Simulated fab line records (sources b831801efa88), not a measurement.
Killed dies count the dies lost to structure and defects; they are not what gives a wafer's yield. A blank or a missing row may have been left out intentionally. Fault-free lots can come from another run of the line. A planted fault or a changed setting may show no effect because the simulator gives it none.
fab line records	flow gf180mcu
[record] lots = 5	wafers = 23
route steps=602 shown V2@394 M3@411 M4@457 V4@480 MIM@505
start_h: the number of hours between the record's first day and the start of the first shown wafer of the lot	wait_h: time in hours since the lot's previous step	" as in the row above	L1.1+2: one row covering several wafers at once	- either no value or no given start	* or withheld: withheld	< > ~ a bound
route shown NAME@n: NAME is a module with steps in the file, n the number in the route of the first one	usual: the fault-free wafers' mean and standard deviation	same: alike in all rows	chamber/n: place in a boat	sites: the reading at each site	_std_site: their standard deviation	_edge_site: outer sites' mean less inner sites'	radius_mm: how far each site lies from the wafer's centre	mask NAME#n: copy n	behind: the last tool/chamber to shape the wafer	hold: the reason the lot was held/the length of the hold in hours/how it ended	device: whichever transistor did not switch (one of n, p or np)	end of line: tests of these same wafers at the route's end	a step with no rows: only its recipe	killed: the dies lost at the first sort to structure and to defects; this is not the yield of the wafer	map: dies across one wafer; x = killed, . = not, _ = none there
set.NAME: the run value of the setting; set.NAME@STEP: its run value at that earlier step	model.NAME: the simulator's own value behind a step, which no gauge read
one table per step and one row per wafer, for lots whose settings were changed on purpose
[[steps]]
[step GF_V2_PEB_12]
[recipe] peb_temp_c = 135	peb_time_s = 90	resist = KrF
lot.wafer	tool	chamber	start_h	wait_h	set.peb_time_s
L074.1+4+6	litho_track-01	0	-	-	90
L078.1+3+6	litho_track-01	0	-	-	90
L078.2+4	"	0	"	"	84.82
L079.1+2+6	litho_track-04	0	-	-	81.78
L079.3+5	"	0	"	"	90
L082.1+3+4+5+6	litho_track-04	0	-	-	90
L085.1+6	litho_track-03	0	-	-	90
L085.2+4+5	"	0	"	"	77.03
[step GF_V2_DEVELOP_13]
[recipe] develop_time_s = 60	resist = KrF	dev_temp_c = 21
[step GF_V2_ETCH_16]
[recipe] chemistry = N2/H2	target_depth_a = withheld	overetch_a = withheld	time_s = withheld	target = BARC	ion_energy_ev = 200	source_w = 500	bias_w = 100	pressure_mtorr = 30	n2_flow_sccm = 100	h2_flow_sccm = 200
[step GF_V2_ETCH_17]
[recipe] chemistry = C4F8/O2/Ar	mask_material = KrF	target = SiO2	stop_on = TiN	source_w = 1500	bias_w = 1200	pressure_mtorr = 40	c4f8_flow_sccm = withheld	O2_flow_sccm = 6	Ar_flow_sccm = 300	time_s = withheld	target_depth_a = 6300
[step GF_V2_STRIP_18]
[recipe] chemistry = O2/N2	power_w = 1400	pressure_mtorr = 1500	platen_temp_c = 250	o2_flow_sccm = 3000	n2_flow_sccm = 300	overash_fraction = 0.5
[usual] oes_product_au = 0.593/0.0045
lot.wafer	tool	chamber	start_h	wait_h	set.resist_thk_nm@V2_COAT_09	oes_product_au
L074.1	plasma_asher-02	0	468.91	-	1000	0.588
L074.4	"	1	"	"	1000	0.589
L074.6	"	0	"	"	1000	0.586
L078.1	plasma_asher-01	1	505.26	-	1000	0.589
L078.2	"	0	"	"	1042	0.606
L078.3	"	0	"	"	1000	0.598
L078.4	"	1	"	"	1000	0.593
L078.6	"	1	"	"	1042	0.612
L079.1	plasma_asher-04	1	520.14	-	1000	0.596
L079.2	"	0	"	"	1000	0.588
L079.3	"	0	"	"	1000	0.590
L079.5	"	0	"	"	947.1	0.573
L079.6	"	1	"	"	947.1	0.576
L082.1	plasma_asher-04	0	549.19	-	1000	0.589
L082.3	"	0	"	"	1000	0.588
L082.4	"	1	"	"	1000	0.585
L082.5	"	1	"	"	1000	0.596
L082.6	"	0	"	"	1000	0.591
L085.1	plasma_asher-02	0	565.26	-	952.6	0.575
L085.2	"	1	"	"	1000	0.597
L085.4	"	0	"	"	1000	0.593
L085.5	"	0	"	"	952.6	0.575
L085.6	"	1	"	"	952.6	0.586
[step GF_V2_CVD_23]
[recipe] material = W	target_thk_nm = 350	time_s = 104.94	temp_c = 400	pressure_torr = 40
lot.wafer	tool	chamber	start_h	wait_h	set.temp_c	model.W_of_V2_CVD_23.thk_nm
L074.1	cvd_w-01	0	469.55	0.0	400	345.6
L074.4	"	0	"	"	400	339.4
L074.6	"	0	"	"	400	342.3
L078.1	cvd_w-02	1	505.92	0.0	400	342.2
L078.2	"	0	"	"	400	353.6
L078.3	"	1	"	"	393.2	302.4
L078.4	"	0	"	"	393.2	315.6
L078.6	"	1	"	"	400	344.8
L079.1	cvd_w-02	0	520.82	0.0	410.5	433.7
L079.2	"	1	"	"	400	349.3
L079.3	"	1	"	"	400	355.5
L079.5	"	0	"	"	410.5	431.2
L079.6	"	1	"	"	400	352.2
L082.1	cvd_w-02	0	549.83	0.0	400	354.6
L082.3	"	0	"	"	406.1	399.2
L082.4	"	1	"	"	400	351.4
L082.5	"	0	"	"	406.1	398.8
L082.6	"	1	"	"	400	347.4
L085.1	cvd_w-02	0	565.90	0.0	406.9	400.6
L085.2	"	1	"	"	406.9	389.7
L085.4	"	1	"	"	400	347.4
L085.5	"	1	"	"	406.9	393.8
L085.6	"	0	"	"	400	355.7
[step GF_V2_RS_MEAS_24]
[recipe] thk_meas_gauge = four-point-probe	reads = W_of_V2_CVD_23+TiN_of_V2_SPUTTER_22+Ti_of_V2_SPUTTER_21
[usual] V2_W_RS = 0.327/0.005
lot.wafer	tool	chamber	start_h	wait_h	set.temp_c@V2_CVD_23	V2_W_RS[ohm/sq]
L074.1	film_metro-04	-	469.66	0.1	400	0.331
L074.4	"	-	"	"	400	0.338
L074.6	"	-	"	"	400	0.334
L078.1	film_metro-03	-	506.04	0.1	400	0.334
L078.2	"	-	"	"	400	0.323
L078.3	"	-	"	"	393.2	0.379
L078.4	"	-	"	"	393.2	0.363
L078.6	"	-	"	"	400	0.332
L079.1	film_metro-01	-	520.93	0.1	410.5	0.264
L079.2	"	-	"	"	400	0.328
L079.3	"	-	"	"	400	0.322
L079.5	"	-	"	"	410.5	0.265
L079.6	"	-	"	"	400	0.325
L082.1	film_metro-01	-	549.94	0.1	400	0.323
L082.3	"	-	"	"	406.1	0.286
L082.4	"	-	"	"	400	0.325
L082.5	"	-	"	"	406.1	0.287
L082.6	"	-	"	"	400	0.330
L085.1	film_metro-04	-	566.01	0.1	406.9	0.285
L085.2	"	-	"	"	406.9	0.294
L085.4	"	-	"	"	400	0.330
L085.5	"	-	"	"	406.9	0.290
L085.6	"	-	"	"	400	0.322
[step GF_V2_THK_MEAS_25]
[recipe] thk_meas_gauge = xrf	reads = W_of_V2_CVD_23
[usual] V2_W_THK = 343/5.9
lot.wafer	tool	chamber	start_h	wait_h	set.temp_c@V2_CVD_23	V2_W_THK[nm]
L074.1	film_metro-04	-	469.78	0.1	400	339
L074.4	"	-	"	"	400	333
L074.6	"	-	"	"	400	336
L078.1	film_metro-03	-	506.16	0.1	400	334
L078.2	"	-	"	"	400	343
L078.3	"	-	"	"	393.2	295
L078.4	"	-	"	"	393.2	307
L078.6	"	-	"	"	400	336
L079.1	film_metro-01	-	521.05	0.1	410.5	427
L079.2	"	-	"	"	400	345
L079.3	"	-	"	"	400	351
L079.5	"	-	"	"	410.5	426
L079.6	"	-	"	"	400	348
L082.1	film_metro-01	-	550.06	0.1	400	347
L082.3	"	-	"	"	406.1	389
L082.4	"	-	"	"	400	346
L082.5	"	-	"	"	406.1	389
L082.6	"	-	"	"	400	341
L085.1	film_metro-04	-	566.13	0.1	406.9	392
L085.2	"	-	"	"	406.9	381
L085.4	"	-	"	"	400	341
L085.5	"	-	"	"	406.9	386
L085.6	"	-	"	"	400	347
[step GF_M3_SPUTTER_02]
[recipe] material = AlCu	target_thk_nm = 450	power_w = 10600	time_s = 23.9	chamber_pressure_pa = 0.4
lot.wafer	tool	chamber	start_h	wait_h	set.power_w	model.AlCu_of_M3_SPUTTER_02.thk_nm
L074.1	pvd_sputter-02	-	470.27	0.0	10600	454.4
L074.4	"	-	"	"	10600	451.3
L074.6	"	-	"	"	10600	454.8
L078.1	pvd_sputter-01	-	506.65	0.0	9530	402.4
L078.2	"	-	"	"	9530	404.9
L078.3	"	-	"	"	10600	453.7
L078.4	"	-	"	"	9530	406.1
L078.6	"	-	"	"	10600	449.3
L079.1	pvd_sputter-01	-	521.54	0.0	11610	495.8
L079.2	"	-	"	"	10600	453.8
L079.3	"	-	"	"	11610	496.2
L079.5	"	-	"	"	10600	452.8
L079.6	"	-	"	"	10600	450.4
L082.1	pvd_sputter-01	-	550.57	0.0	10600	449.9
L082.3	"	-	"	"	10600	453
L082.4	"	-	"	"	11720	500.1
L082.5	"	-	"	"	11720	500.9
L082.6	"	-	"	"	11720	495.7
L085.1	pvd_sputter-03	-	566.76	0.0	10600	451.9
L085.2	"	-	"	"	10600	449.8
L085.4	"	-	"	"	10600	450.3
L085.5	"	-	"	"	10600	450.8
L085.6	"	-	"	"	10600	448.8
[step GF_M3_SPUTTER_03]
[recipe] material = Ti	target_thk_nm = 10	substrate_temp_c = 300	chamber_pressure_pa = 0.3	power_w = 3000	time_s = 6.7
[step GF_M3_SPUTTER_04]
[recipe] material = TiN	target_thk_nm = 50	power_w = 6500	time_s = 41.7	chamber_pressure_pa = 0.4
[step GF_M3_RS_MEAS_05]
[recipe] thk_meas_gauge = four-point-probe	reads = TiN_of_M3_SPUTTER_04+Ti_of_M3_SPUTTER_03+AlCu_of_M3_SPUTTER_02+TiN_of_M3_SPUTTER_01+Ti_of_M3_SPUTTER_00
[usual] M3_ALCU_RS = 0.0692/0.00076
lot.wafer	tool	chamber	start_h	wait_h	set.power_w@M3_SPUTTER_02	M3_ALCU_RS[ohm/sq]
L074.1	film_metro-04	-	470.36	0.0	10600	0.0687
L074.4	"	-	"	"	10600	0.0693
L074.6	"	-	"	"	10600	0.0687
L078.1	film_metro-02	-	506.74	0.0	9530	0.0780
L078.2	"	-	"	"	9530	0.0775
L078.3	"	-	"	"	10600	0.0691
L078.4	"	-	"	"	9530	0.0772
L078.6	"	-	"	"	10600	0.0699
L079.1	film_metro-02	-	521.63	0.0	11610	0.0631
L079.2	"	-	"	"	10600	0.0691
L079.3	"	-	"	"	11610	0.0633
L079.5	"	-	"	"	10600	0.0692
L079.6	"	-	"	"	10600	0.0696
L082.1	film_metro-04	-	550.66	0.0	10600	0.0696
L082.3	"	-	"	"	10600	0.0690
L082.4	"	-	"	"	11720	0.0624
L082.5	"	-	"	"	11720	0.0623
L082.6	"	-	"	"	11720	0.0631
L085.1	film_metro-02	-	566.85	0.0	10600	0.0694
L085.2	"	-	"	"	10600	0.0697
L085.4	"	-	"	"	10600	0.0696
L085.5	"	-	"	"	10600	0.0695
L085.6	"	-	"	"	10600	0.0700
[step GF_M3_THK_MEAS_06]
[recipe] thk_meas_gauge = xrf	reads = AlCu_of_M3_SPUTTER_02
[usual] M3_ALCU_THK = 456/5.2
lot.wafer	tool	chamber	start_h	wait_h	set.power_w@M3_SPUTTER_02	M3_ALCU_THK[nm]
L074.1	film_metro-04	-	470.48	0.1	10600	461
L074.4	"	-	"	"	10600	457
L074.6	"	-	"	"	10600	459
L078.1	film_metro-02	-	506.86	0.1	9530	402
L078.2	"	-	"	"	9530	405
L078.3	"	-	"	"	10600	455
L078.4	"	-	"	"	9530	407
L078.6	"	-	"	"	10600	450
L079.1	film_metro-02	-	521.75	0.1	11610	496
L079.2	"	-	"	"	10600	455
L079.3	"	-	"	"	11610	497
L079.5	"	-	"	"	10600	454
L079.6	"	-	"	"	10600	449
L082.1	film_metro-04	-	550.78	0.1	10600	457
L082.3	"	-	"	"	10600	457
L082.4	"	-	"	"	11720	501
L082.5	"	-	"	"	11720	502
L082.6	"	-	"	"	11720	498
L085.1	film_metro-02	-	566.97	0.1	10600	455
L085.2	"	-	"	"	10600	452
L085.4	"	-	"	"	10600	452
L085.5	"	-	"	"	10600	455
L085.6	"	-	"	"	10600	453
[step GF_M4_SPUTTER_01]
[recipe] material = TiN	target_thk_nm = 30	power_w = 6500	time_s = 25	chamber_pressure_pa = 0.4
lot.wafer	tool	chamber	start_h	wait_h	set.power_w	model.TiN_of_M4_SPUTTER_01.thk_nm
L074.1	pvd_sputter-02	-	520.92	0.1	6500	29.87
L074.4	"	-	"	"	6500	29.89
L074.6	"	-	"	"	6500	30.31
L078.1	pvd_sputter-03	-	554.28	0.1	6029	28.03
L078.2	"	-	"	"	6500	30.14
L078.3	"	-	"	"	6500	30.39
L078.4	"	-	"	"	6500	29.93
L078.6	"	-	"	"	6029	28.19
L079.1	pvd_sputter-04	-	568.93	0.1	6500	30.12
L079.2	"	-	"	"	6500	30.51
L079.3	"	-	"	"	6500	29.78
L079.5	"	-	"	"	6500	29.76
L079.6	"	-	"	"	6500	30.14
L082.1	pvd_sputter-03	-	595.21	0.1	6500	29.93
L082.3	"	-	"	"	6500	29.68
L082.4	"	-	"	"	6500	29.95
L082.5	"	-	"	"	6500	30.21
L082.6	"	-	"	"	6500	29.64
L085.1	pvd_sputter-02	-	611.06	0.1	6500	30.22
L085.2	"	-	"	"	5890	27.44
L085.4	"	-	"	"	6500	30.36
L085.5	"	-	"	"	6500	30.44
L085.6	"	-	"	"	5890	27.51
[step GF_M4_METAL_ETCH_16]
[recipe] chemistry = Cl2/BCl3	mask_material = KrF	target_depth_nm = 627.5	stop_on = SiO2	pressure_mtorr = 8	icp_w = 800	bias_w = 140	Cl2_flow_sccm = 80	bcl3_flow_sccm = 40	time_s = 104.6
lot.wafer	tool	chamber	start_h	wait_h	set.time_s	model.KrF_of_M4_COAT_09.thk_nm
L074.1	rie_metal-03	1	543.43	0.0	104.6	748
L074.4	"	1	"	"	104.6	747.9
L074.6	"	1	"	"	104.6	742.6
L078.1+6	rie_metal-01	1,0	575.88	0.0	117.6	-
L078.2	"	0	"	"	104.6	743.9
L078.3	"	0	"	"	104.6	743.6
L078.4	"	1	"	"	117.6	709.4
L079.1	rie_metal-03	1	589.31	0.0	104.6	745.8
L079.2	"	0	"	"	100.1	749.5
L079.3	"	1	"	"	104.6	743.2
L079.5	"	0	"	"	100.1	746.3
L079.6	"	1	"	"	104.6	743.6
L082.1+5	rie_metal-01	0	615.96	0.0	104.6	-
L082.3	"	1	"	"	111.9	-
L082.4+6	"	0,1	"	"	111.9	720.9
L085.1	rie_metal-02	1	632.14	0.0	111.4	727.8
L085.2	"	0	"	"	111.4	-
L085.4	"	1	"	"	111.4	723.6
L085.5	"	1	"	"	104.6	740.4
L085.6	"	0	"	"	104.6	-
[step GF_M4_STRIP_17]
[recipe] chemistry = O2/N2	power_w = 1400	pressure_mtorr = 1500	platen_temp_c = 250	o2_flow_sccm = 3000	n2_flow_sccm = 300	overash_fraction = 0.5
[usual] oes_product_au = 0.560/0.0041	strip_time_to_endpoint_s = 7.93/0.043
lot.wafer	tool	chamber	start_h	wait_h	set.time_s@M4_METAL_ETCH_16	oes_product_au	strip_time_to_endpoint_s
L074.1	plasma_asher-03	0	543.54	0.1	104.6	0.562	8.00
L074.4	"	0	"	"	104.6	0.556	8.00
L074.6	"	0	"	"	104.6	0.560	7.94
L078.1	plasma_asher-01	1	575.99	0.1	117.6	0.544	7.66
L078.2	"	0	"	"	104.6	0.557	7.95
L078.3	"	1	"	"	104.6	0.565	7.95
L078.4	"	0	"	"	117.6	0.543	7.62
L078.6	"	1	"	"	117.6	0.542	7.67
L079.1	plasma_asher-01	0	589.43	0.1	104.6	0.559	7.97
L079.2	"	1	"	"	100.1	0.567	8.01
L079.3	"	1	"	"	104.6	0.559	7.96
L079.5	"	0	"	"	100.1	0.562	7.98
L079.6	"	1	"	"	104.6	0.568	7.96
L082.1	plasma_asher-01	1	616.08	0.1	104.6	0.560	7.90
L082.3	"	1	"	"	111.9	0.548	7.75
L082.4	"	0	"	"	111.9	0.542	7.72
L082.5	"	0	"	"	104.6	0.561	7.93
L082.6	"	1	"	"	111.9	0.552	7.73
L085.1	plasma_asher-03	0	632.25	0.1	111.4	0.556	7.81
L085.2	"	1	"	"	111.4	0.554	7.73
L085.4	"	0	"	"	111.4	0.554	7.77
L085.5	"	1	"	"	104.6	0.558	7.93
L085.6	"	0	"	"	104.6	0.565	7.96
[step GF_V4_CMP_04]
[recipe] material = SiO2	down_force_psi = 4	platen_rpm = 60	pad_velocity_m_s = 0.94248
[usual] time_to_endpoint_s = 80/5.2
lot.wafer	tool	chamber	start_h	wait_h	set.leave_above_ref_nm	time_to_endpoint_s	model.SiO2_of_V4_CVD_02.thk_nm
L074.1	cmp-01	3	544.35	0.1	632.5	79	632.7
L074.4	"	2	"	"	632.5	78	631.3
L074.6	"	0	"	"	632.5	79	631.2
L078.4	cmp-02	2	580.75	3.9	632.5	83	632.4
L078.1	"	3	"	"	632.5	83	632.6
L078.3	"	0	"	"	602.9	94	602.1
L078.2	"	1	"	"	602.9	90	604
L078.6	"	2	"	"	602.9	97	603.1
L079.2	cmp-01	2	590.23	0.0	632.5	73	632.3
L079.3	"	3	"	"	632.5	84	633.4
L079.1	"	1	"	"	632.5	78	631.4
L079.6	"	2	"	"	632.5	79	632.4
L079.5	"	3	"	"	632.5	82	634
L082.4	cmp-01	1	616.88	0.0	632.5	77	633
L082.3	"	3	"	"	632.5	81	632.2
L082.1	"	0	"	"	632.5	72	631.1
L082.5	"	1	"	"	632.5	75	631
L082.6	"	2	"	"	632.5	77	631
L085.2	cmp-02	1	633.11	0.1	632.5	75	635.4
L085.4	"	2	"	"	632.5	84	632.3
L085.1	"	3	"	"	589.1	98	590.3
L085.6	"	0	"	"	589.1	96	590.3
L085.5	"	1	"	"	589.1	100	590.5
[step GF_V4_DEVELOP_13]
[recipe] develop_time_s = 60	resist = KrF	dev_temp_c = 21
lot.wafer	tool	chamber	start_h	wait_h	set.develop_time_s
L074.1+4+6	litho_track-03	0	566.12	0.2	60
L078.1+2+3+4+6	litho_track-04	0	601.41	0.2	60
L079.1+2	litho_track-01	0	611.22	0.2	56.61
L079.3+5+6	"	0	"	"	60
L082.1+3+6	litho_track-01	0	637.07	0.2	60
L082.4+5	"	0	"	"	53.47
L085.1+4	litho_track-01	0	653.42	0.2	66.43
L085.2+5+6	"	0	"	"	60
[step GF_V4_ETCH_16]
[recipe] chemistry = N2/H2	target_depth_a = withheld	overetch_a = withheld	time_s = withheld	target = BARC	ion_energy_ev = 200	source_w = 500	bias_w = 100	pressure_mtorr = 30	n2_flow_sccm = 100	h2_flow_sccm = 200
[step GF_V4_ETCH_17]
[recipe] chemistry = C4F8/O2/Ar	mask_material = KrF	target = SiO2	stop_on = TiN	source_w = 1500	bias_w = 1200	pressure_mtorr = 40	c4f8_flow_sccm = withheld	O2_flow_sccm = 6	Ar_flow_sccm = 300	time_s = withheld	target_depth_a = 6300
[usual] oes_product_au = 0.856/0.0047
lot.wafer	tool	chamber	start_h	wait_h	set.leave_above_ref_nm@V4_CMP_04	oes_product_au	model.V4.feature_depth_nm
L074.1	rie_diel-04	3	-	-	632.5	0.847	632.7
L074.4	"	2	"	"	632.5	0.851	631.3
L074.6	"	2	"	"	632.5	0.858	631.2
L078.1	rie_diel-03	1	-	-	632.5	0.854	632.6
L078.2	"	3	"	"	602.9	0.829	604
L078.3	"	2	"	"	602.9	0.831	602.1
L078.4	"	0	"	"	632.5	0.859	632.4
L078.6	"	3	"	"	602.9	0.831	603.1
L079.1	rie_diel-02	2	-	-	632.5	0.854	631.4
L079.2	"	0	"	"	632.5	0.852	632.3
L079.3	"	3	"	"	632.5	0.854	633.4
L079.5	"	1	"	"	632.5	0.864	634
L079.6	"	2	"	"	632.5	0.848	632.4
L082.1	rie_diel-03	0	-	-	632.5	0.856	631.1
L082.3	"	1	"	"	632.5	0.861	632.2
L082.4	"	3	"	"	632.5	0.857	633
L082.5	"	1	"	"	632.5	0.861	631
L082.6	"	2	"	"	632.5	0.856	631
L085.1	rie_diel-04	2	-	-	589.1	0.822	590.3
L085.2	"	3	"	"	632.5	0.856	635.4
L085.4	"	0	"	"	632.5	0.864	632.3
L085.5	"	0	"	"	589.1	0.828	590.5
L085.6	"	3	"	"	589.1	0.822	590.3
[step GF_V4_SPUTTER_21]
[recipe] material = Ti	target_thk_nm = 15	chamber_pressure_pa = 5	power_w = 2500	substrate_temp_c = 200	time_s = 80.02
lot.wafer	tool	chamber	start_h	wait_h	set.chamber_pressure_pa	model.Ti_of_V4_SPUTTER_21.thk_nm
L074.1	pvd_sputter-01	-	567.13	0.0	5	14.87
L074.4	"	-	"	"	5	15.21
L074.6	"	-	"	"	5	14.92
L078.1	pvd_sputter-04	-	602.38	0.0	5.566	13.66
L078.2	"	-	"	"	5.566	13.58
L078.3	"	-	"	"	5.566	13.45
L078.4	"	-	"	"	5.566	13.63
L078.6	"	-	"	"	5.566	13.43
L079.1	pvd_sputter-01	-	612.23	0.0	5.745	13.24
L079.2	"	-	"	"	5.745	13.2
L079.3	"	-	"	"	5.745	13.21
L079.5	"	-	"	"	5.745	13.34
L079.6	"	-	"	"	5.745	13.32
L082.1	pvd_sputter-02	-	638.04	0.0	4.777	15.6
L082.3	"	-	"	"	4.777	15.4
L082.4	"	-	"	"	4.777	15.52
L082.5	"	-	"	"	4.777	15.51
L082.6	"	-	"	"	4.777	15.57
L085.1	pvd_sputter-04	-	654.39	0.0	5.697	13.1
L085.2	"	-	"	"	5.697	13.29
L085.4	"	-	"	"	5.697	13.15
L085.5	"	-	"	"	5.697	13.3
L085.6	"	-	"	"	5.697	13.04
[step GF_MIM_SPUTTER_02]
[recipe] material = AlCu	target_thk_nm = 450	power_w = 10600	time_s = 23.9	chamber_pressure_pa = 0.4
lot.wafer	tool	chamber	start_h	wait_h	set.chamber_pressure_pa	model.AlCu_of_MIM_SPUTTER_02.thk_nm
L074.1	pvd_sputter-03	-	567.96	0.0	0.4	446.8
L074.4	"	-	"	"	0.4	445.5
L074.6	"	-	"	"	0.4	455.5
L078.1	pvd_sputter-02	-	603.20	0.0	0.3427	474.7
L078.2	"	-	"	"	0.3427	465.1
L078.3	"	-	"	"	0.3427	466
L078.4	"	-	"	"	0.3427	465.4
L078.6	"	-	"	"	0.3427	472
L079.1	pvd_sputter-02	-	613.05	0.0	0.4532	430.4
L079.2	"	-	"	"	0.4532	428.1
L079.3	"	-	"	"	0.4532	425.5
L079.5	"	-	"	"	0.4532	425.2
L079.6	"	-	"	"	0.4532	427.9
L082.1	pvd_sputter-01	-	638.86	0.0	0.4542	427.9
L082.3+4	"	-	"	"	0.4542	429.1
L082.5	"	-	"	"	0.4542	430.4
L082.6	"	-	"	"	0.4542	430.5
L085.1	pvd_sputter-02	-	655.21	0.0	0.3786	453.8
L085.2	"	-	"	"	0.3786	451.9
L085.4	"	-	"	"	0.3786	448.6
L085.5	"	-	"	"	0.3786	455.5
L085.6	"	-	"	"	0.3786	456.1
[[key]]
[split] step = GF_V2_PEB_12	setting = peb_time_s	stated = 90	by = wafer
response none clear
[split] step = GF_V2_CVD_23	setting = temp_c	stated = 400	by = wafer
[response] step = GF_V2_CVD_23	reading = model.W_of_V2_CVD_23.thk_nm	change = +28	per = 1%	r = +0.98
[response] step = GF_V2_RS_MEAS_24	reading = V2_W_RS	change = -0.0233	per = 1%	r = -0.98
[response] step = GF_V2_THK_MEAS_25	reading = V2_W_THK	change = +27	per = 1%	r = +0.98
[split] step = GF_M3_SPUTTER_02	setting = power_w	stated = 10600	by = wafer
[response] step = GF_M3_SPUTTER_02	reading = model.AlCu_of_M3_SPUTTER_02.thk_nm	change = +4.58	per = 1%	r = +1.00
[response] step = GF_M3_RS_MEAS_05	reading = M3_ALCU_RS	change = -0.000691	per = 1%	r = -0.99
[response] step = GF_M3_THK_MEAS_06	reading = M3_ALCU_THK	change = +4.45	per = 1%	r = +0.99
[split] step = GF_M4_SPUTTER_01	setting = power_w	stated = 6500	by = wafer
[response] step = GF_M4_SPUTTER_01	reading = model.TiN_of_M4_SPUTTER_01.thk_nm	change = +0.297	per = 1%	r = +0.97
[split] step = GF_M4_METAL_ETCH_16	setting = time_s	stated = 104.6	by = wafer
[response] step = GF_M4_METAL_ETCH_16	reading = model.KrF_of_M4_COAT_09.thk_nm	change = -2.4	per = 1%	r = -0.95
[response] step = GF_M4_STRIP_17	reading = oes_product_au	change = -0.00142	per = 1%	r = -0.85
[response] step = GF_M4_STRIP_17	reading = strip_time_to_endpoint_s	change = *	per = 1%	r = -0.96
[split] step = GF_V4_CMP_04	setting = leave_above_ref_nm	stated = 632.5	by = wafer
[response] step = GF_V4_CMP_04	reading = time_to_endpoint_s	change = *	per = 1%	r = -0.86
[response] step = GF_V4_CMP_04	reading = model.SiO2_of_V4_CVD_02.thk_nm	change = +6.32	per = 1%	r = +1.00
[response] step = GF_V4_ETCH_17	reading = oes_product_au	change = +0.00539	per = 1%	r = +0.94
[response] step = GF_V4_ETCH_17	reading = model.V4.feature_depth_nm	change = +6.32	per = 1%	r = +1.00
[split] step = GF_V4_DEVELOP_13	setting = develop_time_s	stated = 60	by = wafer
response none clear
[split] step = GF_V4_SPUTTER_21	setting = chamber_pressure_pa	stated = 5	by = lot
[response] step = GF_V4_SPUTTER_21	reading = model.Ti_of_V4_SPUTTER_21.thk_nm	change = -0.123	per = 1%	r = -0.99
[split] step = GF_MIM_SPUTTER_02	setting = chamber_pressure_pa	stated = 0.4	by = lot
[response] step = GF_MIM_SPUTTER_02	reading = model.AlCu_of_MIM_SPUTTER_02.thk_nm	change = -1.42	per = 1%	r = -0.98
split outside_this_file step=GF_V2_COAT_09 setting=resist_thk_nm
// split outside_this_file: this setting was split too, and the file shows its column; the key of that split is in another file
